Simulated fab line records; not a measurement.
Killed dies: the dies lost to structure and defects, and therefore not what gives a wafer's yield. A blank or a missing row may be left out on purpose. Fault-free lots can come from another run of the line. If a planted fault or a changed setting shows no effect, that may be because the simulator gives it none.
fab line records    flow sky130
record: lots: 11  wafers: 33  last-day: 50
route steps=708 shown VIA1@470 VIA2@522 METAL3@532 CAPM@549 PAD_OPEN@708
lots that met no fault: from a run of the same line without faults
start-h: hours from the record's first day to the start of the lot's first wafer shown    wait-h: time in hours since the lot's previous step    " unchanged from the row above    L1.1+2: one row covering several wafers at once    - no value, or no start given    * or withheld: withheld    < > ~ a bound
route shown NAME@n: NAME is a module with steps in the file, n the number in the route of the first one    usual: mean and standard deviation over wafers with no fault    same: alike in all rows    chamber/n: place in a boat    sites: per-site readings    _std_site: the values' standard deviation    _edge_site: inner sites' mean taken away from outer sites' mean    radius-mm: for every site, how far away it sits from the centre of the wafer    mask NAME#n: copy n    behind: tool/chamber where the wafer was last shaped    hold: why the lot was held/for how many hours/how that ended    device: whichever transistor did not switch (one of n, p or np)    end of line: the route-end tests of the same wafers    a step with no rows: only its recipe    killed: dies lost to structure and defects at the first sort, not the wafer's yield    map: a wafer's dies, marking killed ones x, the rest . and places with no die _
set.NAME: the setting that was run; set.NAME@STEP: the one run at that earlier step    model.NAME: the simulator's own value behind a step, which no gauge read
steps of the route over a sample of lots; a table a step, a row a wafer
services: from which hour (start-h, from the record's first day; less than 0 if before it) a tool's chamber was out of use, for how many hours, and why
== steps ==
step: SKY_VIA1_CD_MEAS_12
recipe: target-cd-nm: 150
usual: cd-nm: 149.9/2.3
lot.wafer  tool       chamber  start-h  wait-h  cd-nm
L824.2     cd-sem-02  -        796.09   -       153.7
L824.3     "          -        "        "       152.9
L824.5     "          -        "        "       154.1
L825.1     cd-sem-02  -        804.92   -       151.1
L825.3     "          -        "        "       149.0
L825.5     "          -        "        "       150.2
L826.3     cd-sem-02  -        827.30   -       146.1
L826.4     "          -        "        "       143.8
L826.6     "          -        "        "       144.3
L828.1     cd-sem-01  -        832.02   -       146.8
L828.5     "          -        "        "       147.3
L828.6     "          -        "        "       147.2
L829.3     cd-sem-01  -        838.01   -       147.5
L829.4     "          -        "        "       148.1
L829.5     "          -        "        "       147.4
L834.2     cd-sem-01  -        875.94   -       152.6
L834.3     "          -        "        "       149.6
L834.5     "          -        "        "       150.7
L835.1     cd-sem-02  -        890.46   -       151.4
L835.4     "          -        "        "       153.5
L835.5     "          -        "        "       152.0
L842.1     cd-sem-02  -        940.46   -       149.0
L842.2     "          -        "        "       150.6
L842.5     "          -        "        "       149.6
L844.3     cd-sem-02  -        948.91   -       153.2
L844.4     "          -        "        "       153.1
L844.6     "          -        "        "       154.7
L845.2     cd-sem-02  -        957.19   -       150.7
L845.3     "          -        "        "       149.3
L845.5     "          -        "        "       148.6
L846.4     cd-sem-01  -        960.98   -       148.8
L846.5     "          -        "        "       148.4
L846.6     "          -        "        "       148.9
step: SKY_VIA2_ETCH_15
recipe: target: SiO2  chemistry: C4F8/O2/Ar  target-depth-nm: 546  stop-on: TiN  mask-material: KrF-thick  source-w: 1500  bias-w: 1200  pressure-mtorr: 40  c4f8-flow-sccm: withheld  O2_flow_sccm: 6  Ar_flow_sccm: 300  time-s: 84
usual: oes-product-au: 0.940/0.0045
lot.wafer  tool         chamber  start-h  wait-h  oes-product-au  rf-hours-counter-h
L824.2     rie-diel-01  0        852.08   0.0     0.938           15
L824.3     "            3        "        "       0.933           17
L824.5     "            1        "        "       0.948           -
L825.1     rie-diel-01  3        859.67   0.0     0.938           17
L825.3     "            1        "        "       0.943           8
L825.5     "            3        "        "       0.944           -
L826.3     rie-diel-04  3        882.26   0.0     0.946           21
L826.4     "            2        "        "       0.935           25
L826.6     "            2        "        "       0.938           -
L828.1     rie-diel-02  3        887.87   0.0     0.942           7
L828.5     "            0        "        "       0.939           -
L828.6     "            1        "        "       0.938           -
L829.3     rie-diel-04  0        893.58   0.0     0.945           18
L829.4     "            2        "        "       0.937           25
L829.5     "            1        "        "       0.945           -
L834.2     rie-diel-04  3        929.21   0.0     0.939           23
L834.3     "            2        "        "       0.833           27
L834.5     "            2        "        "       0.940           -
L835.1     rie-diel-04  1        942.91   0.0     0.939           25
L835.4     "            0        "        "       0.822           19
L835.5     "            2        "        "       0.940           -
L842.1     rie-diel-04  2        992.48   0.0     0.946           29
L842.2     "            1        "        "       0.938           27
L842.5     "            1        "        "       0.950           -
L844.3     rie-diel-04  3        1000.91  0.1     0.940           -
L844.4     "            0        "        "       0.938           -
L844.6     "            3        "        "       0.944           -
L845.2     rie-diel-04  0        1009.63  0.0     0.947           21
L845.3     "            1        "        "       0.939           27
L845.5     "            1        "        "       0.933           -
L846.4     rie-diel-01  2        1012.65  0.0     0.940           -
L846.5     "            3        "        "       0.943           -
L846.6     "            1        "        "       0.936           -
step: SKY_VIA2_STRIP_16
recipe: chemistry: O2/N2  power-w: 1400  pressure-mtorr: 1500  platen-temp-c: withheld  o2-flow-sccm: 3000  n2-flow-sccm: 300  overash-fraction: 0.5
usual: drypump-motor-current-A: 5.5/0.36  o2-flow-sccm: 2999/9.7  oes-product-au: 0.399/0.0047  strip-time-to-endpoint-s: 4.052/0.027
lot.wafer  tool             chamber  start-h  wait-h  drypump-motor-current-A  o2-flow-sccm  oes-product-au  rf-hours-counter-h  strip-time-to-endpoint-s
L824.2     plasma-asher-01  0        852.14   0.0     5.5                      3005          0.409           44                  4.080
L824.3     "                0        "        "       5.5                      2992          0.397           -                   4.047
L824.5     "                0        "        "       5.5                      2987          0.395           -                   4.062
L825.1     plasma-asher-03  1        859.73   0.0     5.1                      2998          0.396           104                 4.048
L825.3     "                1        "        "       5.0                      2992          0.404           -                   4.072
L825.5     "                0        "        "       5.0                      3009          0.401           -                   4.040
L826.3     plasma-asher-04  1        882.36   0.1     5.5                      2981          0.406           -                   4.049
L826.4     "                0        "        "       6.0                      3009          0.400           -                   4.031
L826.6     "                0        "        "       6.0                      2992          0.407           -                   4.057
L828.1     plasma-asher-03  0        887.93   0.0     5.0                      2997          0.400           107                 4.022
L828.5     "                0        "        "       5.0                      2989          0.403           -                   4.089
L828.6     "                1        "        "       5.1                      2986          0.401           -                   4.062
L829.3     plasma-asher-03  0        893.68   0.1     5.0                      3005          0.410           -                   4.091
L829.4     "                1        "        "       5.0                      3017          0.396           -                   4.055
L829.5     "                0        "        "       5.0                      2992          0.394           -                   4.009
L834.2     plasma-asher-01  0        929.27   0.0     5.4                      3001          0.393           53                  4.019
L834.3     "                0        "        "       5.4                      3006          0.408           -                   4.352
L834.5     "                0        "        "       5.4                      2995          0.403           -                   4.006
L835.1     plasma-asher-04  0        942.97   0.0     6.0                      3001          0.399           18                  4.011
L835.4     "                0        "        "       6.0                      2994          0.411           -                   4.388
L835.5     "                0        "        "       6.0                      3000          0.401           -                   4.055
L842.1     plasma-asher-03  1        992.54   0.0     5.1                      2992          0.402           117                 4.062
L842.2     "                0        "        "       5.0                      2993          0.400           117                 4.037
L842.5     "                1        "        "       5.0                      3002          0.398           -                   4.043
L844.3     plasma-asher-01  0        1001.01  0.1     5.4                      3035          0.400           -                   4.084
L844.4     "                1        "        "       5.8                      3003          0.400           -                   4.134
L844.6     "                0        "        "       5.4                      3021          0.400           -                   4.075
L845.2     plasma-asher-04  0        1009.69  0.0     6.0                      2992          0.401           25                  4.082
L845.3     "                1        "        "       5.5                      2999          0.396           -                   4.008
L845.5     "                0        "        "       6.0                      2997          0.392           -                   3.982
L846.4     plasma-asher-04  1        1012.72  0.0     5.5                      3012          0.398           -                   4.024
L846.5     "                0        "        "       6.0                      2992          0.396           -                   4.029
L846.6     "                1        "        "       5.5                      3014          0.399           -                   4.040
step: SKY_METAL3_SPUTTER_00
recipe: material: Ti  target-thk-nm: 15  power-w: 3000  time-s: 10  chamber-pressure-pa: 0.4
usual: throttle-valve-pct: 30.2/1.2
lot.wafer  tool            chamber  start-h  wait-h  throttle-valve-pct
L824.2     pvd-sputter-01  -        853.44   0.2     31.2
L824.3     "               -        "        "       29.9
L824.5     "               -        "        "       30.6
L825.1     pvd-sputter-03  -        861.22   0.1     30.2
L825.3     "               -        "        "       30.9
L825.5     "               -        "        "       30.6
L826.3     pvd-sputter-04  -        883.76   0.1     32.4
L826.4     "               -        "        "       30.6
L826.6     "               -        "        "       28.5
L828.1     pvd-sputter-04  -        889.20   0.2     32.3
L828.5     "               -        "        "       30.1
L828.6     "               -        "        "       29.3
L829.3     pvd-sputter-04  -        894.91   0.2     30.5
L829.4     "               -        "        "       29.3
L829.5     "               -        "        "       29.3
L834.2     pvd-sputter-01  -        930.58   0.1     31.3
L834.5     "               -        "        "       31.2
L835.1     pvd-sputter-01  -        944.25   0.2     30.3
L835.5     "               -        "        "       29.8
L842.1     pvd-sputter-01  -        993.91   0.1     29.8
L842.2     "               -        "        "       29.9
L842.5     "               -        "        "       30.5
L844.3     pvd-sputter-03  -        1002.31  0.2     29.3
L844.4     "               -        "        "       30.9
L844.6     "               -        "        "       29.2
L845.2     pvd-sputter-04  -        1011.09  0.1     29.5
L845.3     "               -        "        "       28.5
L845.5     "               -        "        "       32.1
L846.4     pvd-sputter-04  -        1013.99  0.1     30.5
L846.5     "               -        "        "       28.5
L846.6     "               -        "        "       32.3
step: SKY_CAPM_OVL_MEAS_12
usual: CAPM_OVL: 0.3/1.5
lot.wafer  tool        chamber  start-h  wait-h  CAPM_OVL[nm]
L824.2     overlay-01  -        878.97   0.1     -1.3
L824.3     "           -        "        "       -0.9
L824.5     "           -        "        "       -0.3
L825.1     overlay-02  -        887.43   0.1     1.0
L825.3     "           -        "        "       -1.6
L825.5     "           -        "        "       -2.6
L826.3     overlay-01  -        909.18   0.1     0.0
L826.4     "           -        "        "       3.5
L826.6     "           -        "        "       0.1
L828.1     overlay-01  -        914.07   0.1     -1.3
L828.5     "           -        "        "       1.0
L828.6     "           -        "        "       2.0
L829.3     overlay-01  -        919.24   0.1     -0.5
L829.4     "           -        "        "       -0.8
L829.5     "           -        "        "       -0.5
L834.2     overlay-02  -        955.59   0.1     2.0
L834.5     "           -        "        "       0.2
L835.1     overlay-02  -        968.57   0.1     1.8
L835.5     "           -        "        "       0.4
L842.1     overlay-01  -        1016.78  0.1     -0.3
L842.2     "           -        "        "       -1.2
L842.5     "           -        "        "       -0.8
L844.3     overlay-01  -        1025.49  0.1     0.4
L844.4     "           -        "        "       -1.3
L844.6     "           -        "        "       -0.5
L845.2     overlay-01  -        1034.13  0.1     3.3
L845.3     "           -        "        "       0.5
L845.5     "           -        "        "       2.8
L846.4     overlay-01  -        1036.75  0.1     -2.2
L846.5     "           -        "        "       0.5
L846.6     "           -        "        "       -1.8
step: SKY_PAD_OPEN_PROBE_99
usual: defect-limited-yield: 82.4/1.9  killed_at_M0_to_M3: 44/7.5  killed_at_M4_up: 3.2/1.9  killed-at-contacts: 23/4.7  killed-at-front-end: 15/4.7  killed-at-other: 0.4/0.66  killed-dies: 87/9.3  killed-on-rim: 17/4.1  killed-open: 47/7.2  killed-short: 39/6.5  sort_bin_3_pad_short: 0.8/0.39  sort_bin_5_function: 10.5/1.4  sort_bin_6_memory: 6.3/1.2  sort-n-pass: 405/9.3  sort-yield-pct: 82.4/1.9
same: gross-dies: 492  killed-at-back-side: 0  sort_bin_4_leakage[%]: 0  sort_bin_8_speed[%]: 0
lot.wafer  tool       chamber  start-h  wait-h  defect-limited-yield[%]  killed_at_M0_to_M3  killed_at_M4_up  killed-at-contacts  killed-at-front-end  killed-at-other  killed-dies  killed-on-rim  killed-open  killed-short  sort_bin_3_pad_short[%]  sort_bin_5_function[%]  sort_bin_6_memory[%]  sort-n-pass  sort-yield-pct[%]
L828.1     prober-01  -        1109.28  0.1     81.7                     45                  2                23                  20                   0                90           20             50           39            0.6                      9.1                     8.5                   402          81.7
L828.5     prober-01  -        1109.48  0.2     78.9                     58                  3                23                  20                   0                104          21             55           49            1.0                      11.4                    8.7                   388          78.9
L828.6     prober-01  -        1109.53  0.2     81.3                     40                  3                22                  27                   0                92           20             53           35            1.8                      9.6                     7.3                   400          81.3
L829.3     prober-02  -        1112.19  0.2     80.1                     61                  2                19                  16                   0                98           18             56           42            0.8                      11.2                    7.9                   394          80.1
L829.4     prober-02  -        1112.24  0.2     81.9                     50                  2                20                  17                   0                89           24             52           37            0.2                      11.4                    6.5                   403          81.9
L829.5     prober-02  -        1112.29  0.2     85.0                     42                  2                17                  13                   0                74           15             37           37            0.8                      7.7                     6.5                   418          85.0
L834.2     prober-01  -        1144.81  0.1     82.3                     51                  1                20                  15                   0                87           12             52           35            0.8                      10.2                    6.7                   405          82.3
L834.3     prober-01  -        1144.86  0.2     0                        454                 1                22                  15                   0                492          96             40           36            0.6                      92.1                    7.3                   0            0
L834.5     prober-01  -        1144.96  0.2     83.1                     33                  3                29                  17                   1                83           17             40           43            1.6                      10.4                    4.9                   409          83.1
L835.1     prober-02  -        1149.74  0.1     83.1                     46                  3                18                  16                   0                83           23             46           37            0.4                      10.0                    6.5                   409          83.1
L835.4     prober-02  -        1149.89  0.2     0                        438                 1                37                  15                   1                492          96             47           41            0.6                      93.3                    6.1                   0            0
L835.5     prober-02  -        1149.94  0.2     84.3                     52                  5                14                  6                    0                77           14             42           35            1.0                      9.6                     5.1                   415          84.3
L842.1     prober-01  -        1185.39  0.1     81.7                     44                  3                31                  12                   0                90           15             44           45            1.0                      11.0                    6.3                   402          81.7
L842.2     prober-01  -        1185.44  0.1     81.7                     46                  4                21                  19                   0                90           13             51           37            1.2                      10.6                    6.5                   402          81.7
L842.5     prober-01  -        1185.59  0.2     84.8                     29                  3                29                  14                   0                75           16             42           32            0.6                      9.8                     4.9                   417          84.8
killed by level:class
L828.1 VIA1:geometric-particle:open=9 VIA3:geometric-particle:open=8 FIELD_ISO:geometric-particle:open=7 CONTACT:geometric-particle:open=7 METAL1:geometric-particle:short=6 POLY_GATE:geometric-particle:short=5 LI_CONTACT:geometric-particle:short=5 VIA1:geometric-particle:short=5
L828.5 VIA1:geometric-particle:open=14 VIA2:geometric-particle:open=9 VIA3:geometric-particle:open=9 CONTACT:geometric-particle:short=7 VIA3:geometric-particle:short=6 FIELD_ISO:geometric-particle:short=5 POLY_GATE:geometric-particle:short=5 LI_CONTACT:geometric-particle:open=5
L828.6 VIA1:geometric-particle:open=11 FIELD_ISO:geometric-particle:open=9 POLY_GATE:geometric-particle:open=7 CONTACT:geometric-particle:open=7 VIA3:geometric-particle:open=6 CONTACT:geometric-particle:short=6 METAL2:geometric-particle:short=4 LI_CONTACT:geometric-particle:open=4
L829.3 VIA1:geometric-particle:open=18 VIA2:geometric-particle:open=11 VIA1:geometric-particle:short=8 LI_CONTACT:geometric-particle:open=7 VIA3:geometric-particle:open=7 POLY_GATE:geometric-particle:short=5 CONTACT:geometric-particle:short=5 CONTACT:geometric-particle:open=4
L829.4 VIA1:geometric-particle:open=15 VIA1:geometric-particle:short=8 FIELD_ISO:geometric-particle:open=7 CONTACT:geometric-particle:open=7 VIA2:geometric-particle:open=7 LI_CONTACT:geometric-particle:open=6 VIA3:geometric-particle:open=5 POLY_GATE:geometric-particle:short=4
L829.5 VIA3:geometric-particle:open=10 METAL1:geometric-particle:short=6 CONTACT:geometric-particle:open=5 VIA1:geometric-particle:short=5 VIA1:geometric-particle:open=5 VIA2:geometric-particle:open=5 POLY_GATE:geometric-particle:short=4 LOCAL_INTERCONNECT:geometric-particle:short=4
L834.2 VIA2:geometric-particle:open=13 VIA1:geometric-particle:open=9 METAL1:geometric-particle:short=7 CONTACT:geometric-particle:open=7 LI_CONTACT:geometric-particle:open=6 VIA3:geometric-particle:open=6 FIELD_ISO:geometric-particle:short=5 FIELD_ISO:geometric-particle:open=4
L834.3 VIA2:area-etch=415 LI_CONTACT:geometric-particle:open=8 METAL2:geometric-particle:short=8 METAL1:geometric-particle:short=6 VIA1:geometric-particle:open=6 POLY_GATE:geometric-particle:open=5 CONTACT:geometric-particle:open=5 VIA2:geometric-particle:open=5
L834.5 CONTACT:geometric-particle:open=12 CONTACT:geometric-particle:short=10 METAL2:geometric-particle:short=9 VIA1:geometric-particle:open=7 FIELD_ISO:geometric-particle:short=5 VIA2:geometric-particle:open=5 POLY_GATE:geometric-particle:open=4 METAL1:geometric-particle:short=4
L835.1 VIA2:geometric-particle:open=11 VIA3:geometric-particle:open=9 CONTACT:geometric-particle:open=7 VIA1:geometric-particle:open=7 FIELD_ISO:geometric-particle:short=6 VIA1:geometric-particle:short=5 SPACER:geometric-particle:short=4 LI_CONTACT:geometric-particle:open=4
L835.4 VIA2:area-etch=404 LI_CONTACT:geometric-particle:open=14 VIA2:geometric-particle:open=12 CONTACT:geometric-particle:open=8 FIELD_ISO:geometric-particle:short=7 CONTACT:geometric-particle:short=7 LI_CONTACT:geometric-particle:short=5 VIA1:geometric-particle:open=3
L835.5 VIA1:geometric-particle:open=12 VIA2:geometric-particle:open=8 CONTACT:geometric-particle:open=7 VIA1:geometric-particle:short=7 VIA3:geometric-particle:open=6 METAL4:geometric-particle:short=5 VIA2:geometric-particle:short=4 METAL3:geometric-particle:short=4
L842.1 VIA1:geometric-particle:open=10 LI_CONTACT:geometric-particle:open=8 CONTACT:geometric-particle:open=7 VIA1:geometric-particle:short=7 CONTACT:geometric-particle:short=6 LOCAL_INTERCONNECT:geometric-particle:short=6 METAL2:geometric-particle:short=6 VIA3:geometric-particle:open=6
L842.2 LI_CONTACT:geometric-particle:open=9 VIA1:geometric-particle:open=9 VIA2:geometric-particle:open=9 POLY_GATE:geometric-particle:open=7 METAL2:geometric-particle:short=6 CONTACT:geometric-particle:open=6 METAL1:geometric-particle:short=5 VIA1:geometric-particle:short=4
L842.5 LI_CONTACT:geometric-particle:open=9 CONTACT:geometric-particle:open=8 VIA1:geometric-particle:open=7 VIA2:geometric-particle:open=6 LI_CONTACT:geometric-particle:short=5 FIELD_ISO:geometric-particle:short=4 METAL1:geometric-particle:short=4 VIA1:geometric-particle:short=4
== services ==
tool             chamber  start-h  hours  kind
rie-diel-04      1        828.45   9.7    repair
rie-diel-04      3        836.02   1.4    repair
rie-diel-01      2        844.97   -      clean
rie-diel-01      2        844.97   33.2   scheduled-down
rie-diel-01      2        844.97   33.2   vent-cycle
pvd-sputter-04   -        847.47   0.7    repair
rie-diel-01      1        872.11   2.4    repair
pvd-sputter-03   -        873.19   15.0   repair
plasma-asher-04  -        902.95   12.9   pm
pvd-sputter-04   -        916.36   3.7    repair
pvd-sputter-03   -        926.00   1.3    repair
rie-diel-01      2        930.93   3.9    repair
rie-diel-02      0        961.49   5.7    repair
plasma-asher-01  -        966.95   3.2    repair
pvd-sputter-04   -        967.10   2.8    repair
rie-diel-04      0        969.95   19.9   repair
rie-diel-04      2        994.33   8.7    repair
rie-diel-04      -        994.80   0.5    repair
rie-diel-04      1        999.26   6.3    repair
pvd-sputter-01   -        1003.60  7.8    repair
rie-diel-01      0        1008.08  9.8    repair
pvd-sputter-01   -        1009.42  1.0    repair
rie-diel-01      1        1009.95  2.3    repair
== key ==
first-sign: step: SKY_VIA2_ETCH_15  reading: oes-product-au  direction: down  sigmas: 25  usual: 0.940  struck: 0.828
effect: step: SKY_VIA2_STRIP_16  reading: strip-time-to-endpoint-s  direction: up  sigmas: 12  usual: *  struck: *
effect: step: SKY_PAD_OPEN_PROBE_99  reading: sort_bin_5_function  direction: up  sigmas: 58  usual: 10.5  struck: 92.7
more-kills-born-at: SKY_VIA2_ETCH_15@rie-diel-04: 819
met-at SKY_VIA2_ETCH_15
struck-lots L834,L835
struck-wafers L834.3,L835.4
later-rows-left-out L834.3,L835.4
not-acting-at SKY_VIA1_CD_MEAS_12,SKY_METAL3_SPUTTER_00,SKY_CAPM_OVL_MEAS_12
onset-between 893.58 929.21
fault: kind: process-parameter-drift  tool: rie-diel-04  chamber: -  onset-h: 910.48  steps: SKY_VIA2_ETCH_15  channel: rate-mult  offset: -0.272  shape: step  end-h: 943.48  scope: struck-wafers-only
later-rows-left-out: the simulator's readings of these wafers behind a module that went badly wrong aren't trusted and aren't shown, but for the sort
